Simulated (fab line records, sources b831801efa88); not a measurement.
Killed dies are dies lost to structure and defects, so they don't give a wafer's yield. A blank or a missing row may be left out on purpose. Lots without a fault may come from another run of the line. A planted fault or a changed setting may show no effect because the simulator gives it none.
Which tool did it? | flow sky130 | 13 lots, 39 wafers sampled, at 4 steps of a route of 708

WHAT THE GAUGES READ, wafer by wafer
SKY_CAP2M_RS_MEAS_03: measures by four-point-probe. Usual: CAP2M_TIN_RS 6.87 ohm/sq, standard deviation 0.058.
lot  | measured     | on            | CAP2M_TIN_RS (ohm/sq) | flag
L215 | day 39 16:46 | film_metro-01 | 6.94 6.89 6.92        |
L216 | day 40 08:35 | film_metro-01 | 6.86 6.88 6.80        |
L218 | day 40 22:30 | film_metro-04 | 6.82 6.82 6.79        |
L219 | day 40 23:44 | film_metro-03 | 6.84 6.90 6.93        |
L222 | day 42 03:53 | film_metro-01 | 6.83 6.88 6.85        |
L223 | day 42 11:05 | film_metro-01 | 6.91 6.88 6.95        |
L224 | day 42 13:41 | film_metro-01 | 6.79 6.73 6.77        |
L226 | day 43 04:19 | film_metro-04 | 6.78 6.77 6.81        |
L230 | day 44 08:14 | film_metro-03 | 6.97 6.97 6.99        |
L233 | day 45 00:08 | film_metro-01 | 6.83 6.78 6.89        |
L234 | day 45 07:49 | film_metro-03 | 6.86 6.84 6.82        |
L235 | day 45 12:07 | film_metro-04 | 6.81 6.84 6.83        |
L237 | day 45 20:30 | film_metro-01 | 6.85 6.86 6.83        |

SKY_VIA4_OVL_MEAS_11. Usual: VIA4_OVL 1.0 nm, standard deviation 1.6.
lot  | measured     | on         | VIA4_OVL (nm)  | flag
L215 | day 42 19:27 | overlay-01 | -0.1 -0.8 -0.4 |
L216 | day 43 10:58 | overlay-02 | -1.1 1.0 -0.1  |
L218 | day 44 00:01 | overlay-01 | 0.9 1.7 0.9    |
L219 | day 44 00:28 | overlay-02 | -0.2 -0.3 0.0  |
L222 | day 45 02:14 | overlay-02 | 4.3 2.7 3.9    |
L223 | day 45 08:00 | overlay-02 | 1.4 2.1 1.8    |
L224 | day 45 11:15 | overlay-02 | 3.4 4.3 2.6    |
L226 | day 46 00:39 | overlay-02 | 2.1 2.7 0.9    |
L230 | day 47 01:36 | overlay-02 | -1.5 -1.7 0.3  |
L233 | day 47 15:22 | overlay-01 | 1.2 0.5 0.6    |
L234 | day 47 22:27 | overlay-02 | 3.4 2.2 1.8    |
L235 | day 48 02:54 | overlay-01 | 0.5 -2.4 0.4   |
L237 | day 48 11:03 | overlay-01 | 0.7 0.9 -0.1   |

SKY_PASSIVATION_THK_MEAS_01. Usual: PASSIVATION_CVD_00_THK 89.8 nm, standard deviation 1.1.
lot  | measured     | on            | PASSIVATION_CVD_00_THK (nm) | flag
L215 | day 43 21:14 | film_metro-04 | 89.5 91.1 91.9              |
L216 | day 44 11:56 | film_metro-02 | 89.0 89.7 91.9              |
L218 | day 45 00:25 | film_metro-01 | 88.6 89.7 89.6              |
L219 | day 45 00:59 | film_metro-01 | 88.7 89.3 91.4              |
L222 | day 46 00:58 | film_metro-04 | 88.4 88.8 89.1              |
L223 | day 46 06:23 | film_metro-02 | 90.0 91.3 91.7              |
L224 | day 46 10:18 | film_metro-04 | 88.5 88.7 89.8              |
L226 | day 46 23:43 | film_metro-01 | 88.2 90.7 89.9              |
L230 | day 47 23:21 | film_metro-01 | 89.7 91.0 91.1              |
L233 | day 48 12:56 | film_metro-02 | 88.7 88.3 90.1              |
L234 | day 48 19:22 | film_metro-01 | 87.9 89.0 88.7              |
L235 | day 48 23:36 | film_metro-02 | 89.1 91.9 91.3              |
L237 | day 49 07:09 | film_metro-02 | 89.0 89.4 89.4              |

WHICH TOOL RAN EACH LOT (tool, then ch and the chambers of the sampled wafers, then the start)
lot  | SKY_SONOS_ONO_ETCH_15
L215 | rie_diel-04 ch 1,3, day 12 19:58
L216 | rie_diel-04 ch 0,1, day 13 11:07
L218 | rie_diel-04 ch 0,1,3, day 14 01:46
L219 | rie_diel-04 ch 0,1, day 14 07:46
L222 | rie_diel-04 ch 2,3, day 15 11:28
L223 | rie_diel-01 ch 0,3, day 15 22:10
L224 | rie_diel-03 ch 0,1,3, day 16 01:52
L226 | rie_diel-03 ch 0,1, day 16 18:58
L230 | rie_diel-04 ch 0,2,3, day 18 06:19
L233 | rie_diel-04 ch 1,2,3, day 19 04:55
L234 | rie_diel-03 ch 1,2,3, day 19 16:28
L235 | rie_diel-04 ch 0,2,3, day 19 22:28
L237 | rie_diel-03 ch 0,1,2, day 20 12:19
- SKY_SONOS_ONO_ETCH_15: etches the open film in CHF3/O2, target depth 19.52 nm, time 7.8 s.

WHAT THE TOOLS THEMSELVES READ (means of the sampled wafers that have a number; where no wafer has one, the mark that the record gives instead)
SKY_SONOS_ONO_ETCH_15. Usual: O2_flow_sccm 4.999 sccm, standard deviation 0.014; drypump_motor_current_A 5.5 A, standard deviation 0.42; oes_product_au 0.999 a.u., standard deviation 0.007; throttle_valve_pct 8.823 %, standard deviation 0.0088.
lot  | tool        | O2_flow_sccm (sccm) | drypump_motor_current_A (A) | oes_product_au (a.u.) | throttle_valve_pct (%) | flag
L215 | rie_diel-04 | 5.003               | 5.7                         | 0.990                 | 8.818                  |
L216 | rie_diel-04 | 5.005               | 4.9                         | 1.003                 | 8.817                  |
L218 | rie_diel-04 | 5.001               | 5.4                         | 1.004                 | 8.819                  |
L219 | rie_diel-04 | 4.978               | 5.0                         | 1.001                 | 8.827                  |
L222 | rie_diel-04 | 4.996               | 5.7                         | 0.999                 | 8.826                  |
L223 | rie_diel-01 | 5.009               | 5.2                         | 1.000                 | 8.829                  |
L224 | rie_diel-03 | 4.979               | 5.6                         | 0.994                 | 8.822                  |
L226 | rie_diel-03 | 4.995               | 5.8                         | 0.993                 | 8.814                  |
L230 | rie_diel-04 | 4.994               | 5.6                         | 1.001                 | 8.832                  |
L233 | rie_diel-04 | 5.003               | 5.5                         | 1.002                 | 8.819                  |
L234 | rie_diel-03 | 4.990               | 5.5                         | 1.000                 | 8.827                  |
L235 | rie_diel-04 | 5.001               | 5.6                         | 1.005                 | 8.827                  |
L237 | rie_diel-03 | 4.995               | 5.7                         | 0.999                 | 8.827                  |

THE ANSWER, worked out from the rows above alone
Rule: a lot is off if the mean of its wafers that have a number lies more than 3 standard deviations from the usual mean. A lot without any number at a reading at which 4 lots or more have one is off too. The other lots that the step has rows for count as sound. The gauges are gone through in route order, then the tools' own readings, and for those a lot's mean is taken as printed above. The first step at which some lot is off is used, and at that step the reading that is off furthest; a lot without a number counts as furthest.
No lot is off at any reading shown: from this, nothing can be told.

WHAT THE SIMULATOR HAD PUT IN
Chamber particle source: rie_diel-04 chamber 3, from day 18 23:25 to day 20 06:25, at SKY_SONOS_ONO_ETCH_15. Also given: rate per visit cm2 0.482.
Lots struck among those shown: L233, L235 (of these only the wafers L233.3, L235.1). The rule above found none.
